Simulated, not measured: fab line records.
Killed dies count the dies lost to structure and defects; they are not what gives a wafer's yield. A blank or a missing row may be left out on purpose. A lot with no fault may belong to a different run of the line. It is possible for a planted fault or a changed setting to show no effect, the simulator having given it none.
One fault seen from 2 desks :: flow sky130 :: what lay behind the numbers comes last; until then each desk has only its own

THE METROLOGY DESK
What the gauges read for every lot (on any tool): the sampled wafers with a number, averaged. Any lot whose mean is over 4 standard deviations away from the usual mean is out of limits and marked OUT; that distance is given in the brackets.
Columns: A = cd-nm at SKY_VIA1_CD_MEAS_12, usual 149.5 nm
lot: L394
first seen here: day 34 06:46
A: 148.6

lot: L397
first seen here: day 35 16:34
A: 152.1

lot: L398
first seen here: day 35 23:16
A: 149.5

lot: L403
first seen here: day 36 22:06
A: 148.9

lot: L404
first seen here: day 37 18:10
A: 149.6

lot: L405
first seen here: day 38 03:02
A: 151.4

lot: L406
first seen here: day 38 08:31
A: 148.8

lot: L411
first seen here: day 39 14:07
A: 150.4

lot: L412
first seen here: day 39 22:19
A: 150.3

lot: L414
first seen here: day 40 12:02
A: 147.8

lot: L416
first seen here: day 40 21:55
A: 148.1
This desk's verdict: no lot among the 11 shows anything out of limits.

AT THE TOOL OWNER'S DESK: rie-metal-04
The tool's own readings at SKY_METAL2_METAL_ETCH_19 (etches the open film in Cl2/BCl3, stops on SiO2, target depth 360 nm, time 78 s): means of the sampled wafers that have a number, for each lot that ran on this tool. Any lot whose mean is over 4 standard deviations away from the usual mean is out of limits and marked OUT; that distance is given in the brackets.
Columns: A = bias-w at SKY_METAL2_METAL_ETCH_19, usual 48.48 W; B = drypump-motor-current-A at SKY_METAL2_METAL_ETCH_19, usual 5.5 A; C = oes-product-au at SKY_METAL2_METAL_ETCH_19, usual 0.853 a.u.; D = rf-fwd-power-W at SKY_METAL2_METAL_ETCH_19, usual 893 W; E = throttle-valve-pct at SKY_METAL2_METAL_ETCH_19, usual 22.264 %
lot: L394
first seen here: day 35 11:01
A: 48.40
B: 5.5
C: 0.850
D: 897
E: 22.257

lot: L397
first seen here: day 36 20:37
A: 48.48
B: 5.4
C: 0.854
D: 895
E: 22.264

lot: L403
first seen here: day 38 02:05
A: 48.56
B: 5.5
C: 0.859
D: 896
E: 22.271

lot: L404
first seen here: day 38 21:31
A: 48.38
B: 5.5
C: 0.856
D: 896
E: 22.261

lot: L405
first seen here: day 39 06:26
A: 48.53
B: 5.5
C: 0.852
D: 895
E: 22.261

lot: L406
first seen here: day 39 10:47
A: 48.46
B: 5.5
C: 0.853
D: 896
E: 22.268

lot: L411
first seen here: day 40 17:02
A: 48.53
B: 5.5
C: 0.848
D: 895
E: 22.268

lot: L414
first seen here: day 41 13:37
A: 48.49
B: 5.5
C: 0.842
D: 897
E: 22.269

lot: L416
first seen here: day 41 23:46
A: 48.46
B: 5.5
C: 0.851
D: 897
E: 22.264
This desk's verdict: no lot among the 9 shows anything out of limits.

PUT TOGETHER
The metrology desk saw nothing out of limits.
Nothing out of limits was seen by the tool owner's desk.

WHAT HAD BEEN PUT IN BY THE SIMULATOR
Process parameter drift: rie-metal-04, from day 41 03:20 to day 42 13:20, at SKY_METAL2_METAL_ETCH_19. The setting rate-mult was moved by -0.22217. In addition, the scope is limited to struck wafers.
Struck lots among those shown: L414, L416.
